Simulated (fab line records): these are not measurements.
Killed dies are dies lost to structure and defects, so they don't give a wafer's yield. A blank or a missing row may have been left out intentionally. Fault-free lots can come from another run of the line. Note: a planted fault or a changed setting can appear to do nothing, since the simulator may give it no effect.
Split-lot experiment / flow sky130 / 5 lots, 23 wafers read, on a route of 708 steps

== SPLIT DETAILS ==
At SKY_VT_ADJUST_NCORE_EXPOSE_04 (exposes mask LVTN COMPLEMENT THIN, target cd 380 nm), the setting dose-mj was moved away from the recipe's 139 on 10 of the 23 wafers read, by -7.1% to +6.9%. The other wafers ran this setting at the recipe's value.

== FROM THE SPLIT TO THE READING: what the file shows between them, 2 steps ==
- SKY_VT_ADJUST_NCORE_PEB_05
- SKY_VT_ADJUST_NCORE_DEVELOP_06: develop time 59.05 s

== THE READING ==
cd-nm (nm) at SKY_VT_ADJUST_NCORE_CD_MEAS_07, where the cd target is 380 nm. Typical for fault-free wafers on this fab line: 380.3 nm, with standard deviation 2.1 nm.

wafer=L077.2; tool, chamber at the split=iline-stepper-02, 0; dose-mj as run=139; against the recipe=recipe; cd-nm, nm=381.6; against lot-mates on the recipe=-
wafer=L077.3; tool, chamber at the split=iline-stepper-02, 0; dose-mj as run=139; against the recipe=recipe; cd-nm, nm=380.4; against lot-mates on the recipe=-
wafer=L077.5; tool, chamber at the split=iline-stepper-02, 0; dose-mj as run=139; against the recipe=recipe; cd-nm, nm=382.1; against lot-mates on the recipe=-
wafer=L080.1; tool, chamber at the split=iline-stepper-02, 0; dose-mj as run=148.6; against the recipe=+6.9%; cd-nm, nm=399.9; against lot-mates on the recipe=+19.8
wafer=L080.2; tool, chamber at the split=iline-stepper-02, 0; dose-mj as run=148.6; against the recipe=+6.9%; cd-nm, nm=400.9; against lot-mates on the recipe=+20.8
wafer=L080.3; tool, chamber at the split=iline-stepper-02, 0; dose-mj as run=139; against the recipe=recipe; cd-nm, nm=381.3; against lot-mates on the recipe=-
wafer=L080.5; tool, chamber at the split=iline-stepper-02, 0; dose-mj as run=139; against the recipe=recipe; cd-nm, nm=377.5; against lot-mates on the recipe=-
wafer=L080.6; tool, chamber at the split=iline-stepper-02, 0; dose-mj as run=139; against the recipe=recipe; cd-nm, nm=381.4; against lot-mates on the recipe=-
wafer=L081.1; tool, chamber at the split=iline-stepper-02, 0; dose-mj as run=139; against the recipe=recipe; cd-nm, nm=381.5; against lot-mates on the recipe=-
wafer=L081.2; tool, chamber at the split=iline-stepper-02, 0; dose-mj as run=143.3; against the recipe=+3.1%; cd-nm, nm=391.0; against lot-mates on the recipe=+9.8
wafer=L081.3; tool, chamber at the split=iline-stepper-02, 0; dose-mj as run=143.3; against the recipe=+3.1%; cd-nm, nm=389.5; against lot-mates on the recipe=+8.3
wafer=L081.4; tool, chamber at the split=iline-stepper-02, 0; dose-mj as run=139; against the recipe=recipe; cd-nm, nm=380.0; against lot-mates on the recipe=-
wafer=L081.5; tool, chamber at the split=iline-stepper-02, 0; dose-mj as run=139; against the recipe=recipe; cd-nm, nm=382.0; against lot-mates on the recipe=-
wafer=L082.2; tool, chamber at the split=iline-stepper-02, 0; dose-mj as run=129.2; against the recipe=-7.1%; cd-nm, nm=360.8; against lot-mates on the recipe=-21.3
wafer=L082.3; tool, chamber at the split=iline-stepper-02, 0; dose-mj as run=139; against the recipe=recipe; cd-nm, nm=381.9; against lot-mates on the recipe=-
wafer=L082.4; tool, chamber at the split=iline-stepper-02, 0; dose-mj as run=139; against the recipe=recipe; cd-nm, nm=382.4; against lot-mates on the recipe=-
wafer=L082.5; tool, chamber at the split=iline-stepper-02, 0; dose-mj as run=129.2; against the recipe=-7.1%; cd-nm, nm=360.9; against lot-mates on the recipe=-21.2
wafer=L082.6; tool, chamber at the split=iline-stepper-02, 0; dose-mj as run=129.2; against the recipe=-7.1%; cd-nm, nm=361.2; against lot-mates on the recipe=-20.9
wafer=L084.1; tool, chamber at the split=iline-stepper-02, 0; dose-mj as run=132.6; against the recipe=-4.6%; cd-nm, nm=363.7; against lot-mates on the recipe=-14.4
wafer=L084.2; tool, chamber at the split=iline-stepper-02, 0; dose-mj as run=139; against the recipe=recipe; cd-nm, nm=377.5; against lot-mates on the recipe=-
wafer=L084.4; tool, chamber at the split=iline-stepper-02, 0; dose-mj as run=139; against the recipe=recipe; cd-nm, nm=378.7; against lot-mates on the recipe=-
wafer=L084.5; tool, chamber at the split=iline-stepper-02, 0; dose-mj as run=132.6; against the recipe=-4.6%; cd-nm, nm=362.2; against lot-mates on the recipe=-15.9
wafer=L084.6; tool, chamber at the split=iline-stepper-02, 0; dose-mj as run=132.6; against the recipe=-4.6%; cd-nm, nm=363.2; against lot-mates on the recipe=-14.9

FIT RESULTS
A straight line over all 23 wafers: cd-nm changes by +3.01 nm for each +1% of dose-mj; r = +0.99; the points scatter about the line by 2 nm.
The same after taking each lot's own level away (the mean of its wafers on the recipe; 23 wafers): +3.03 nm for each +1%; r = +1.00; scatter 1 nm.
On that fit, the largest move of dose-mj shifts the reading by 21 nm.
The span of the lots' own levels, 378.10 to 382.15 nm, comes to 1.9 times the standard deviation stated above.
Hence the lot-to-lot level has little effect on the slope; both slopes agree.
Check: -21.6 nm against its lot-mates is what the line predicts for one of the wafers moved furthest among these (-7.1%) when that wafer is left out of the fit. Against them it came out at -21.3 nm.

== THE OTHER SPLITS THESE WAFERS WENT THROUGH ==
Before the reading, these wafers also passed through other splits. Each is held against what the fit with the lots' levels taken away leaves over:
other split on the same wafers=SKY_FIELD_ISO_OXIDATION_01 ox-time-s; wafers away from the commonest value=18; r with cd-nm (lot level and that fit taken away)=+0.11
other split on the same wafers=SKY_DNWELL_COAT_02 spin-rpm; wafers away from the commonest value=7; r with cd-nm (lot level and that fit taken away)=-0.13
other split on the same wafers=SKY_DNWELL_DEVELOP_06 develop-time-s; wafers away from the commonest value=9; r with cd-nm (lot level and that fit taken away)=+0.54
other split on the same wafers=SKY_PWDE_IMPLANT_08 dose-cm2; wafers away from the commonest value=8; r with cd-nm (lot level and that fit taken away)=-0.15
other split on the same wafers=SKY_NWELL_IMPLANT_11 energy-kev; wafers away from the commonest value=7; r with cd-nm (lot level and that fit taken away)=+0.07
other split on the same wafers=SKY_NWELL_IMPLANT_24 dose-cm2; wafers away from the commonest value=8; r with cd-nm (lot level and that fit taken away)=-0.26
other split on the same wafers=SKY_VT_ADJUST_HVTP_IMPLANT_09 dose-cm2; wafers away from the commonest value=9; r with cd-nm (lot level and that fit taken away)=+0.06
other split on the same wafers=SKY_VT_ADJUST_LVTN_IMPLANT_19 energy-kev; wafers away from the commonest value=8; r with cd-nm (lot level and that fit taken away)=+0.08

== THE WHOLE CHAIN: every reading that the file lists as answering this split, in the file's order ==
step=SKY_VT_ADJUST_NCORE_DEVELOP_06; what it does=develop time 59.05 s; reading=VT_ADJUST_NCORE.cd-nm (the simulator's own value, which no gauge read); change (the file's fit)=+3 nm for each +1% of the setting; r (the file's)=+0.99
step=SKY_VT_ADJUST_NCORE_CD_MEAS_07; what it does=target cd 380 nm; reading=cd-nm; change (the file's fit)=+3.02 nm for each +1% of the setting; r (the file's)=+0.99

== THE FILE'S OWN FIT ==
cd-nm changes by +3.02 nm for each +1% of dose-mj, r = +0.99.
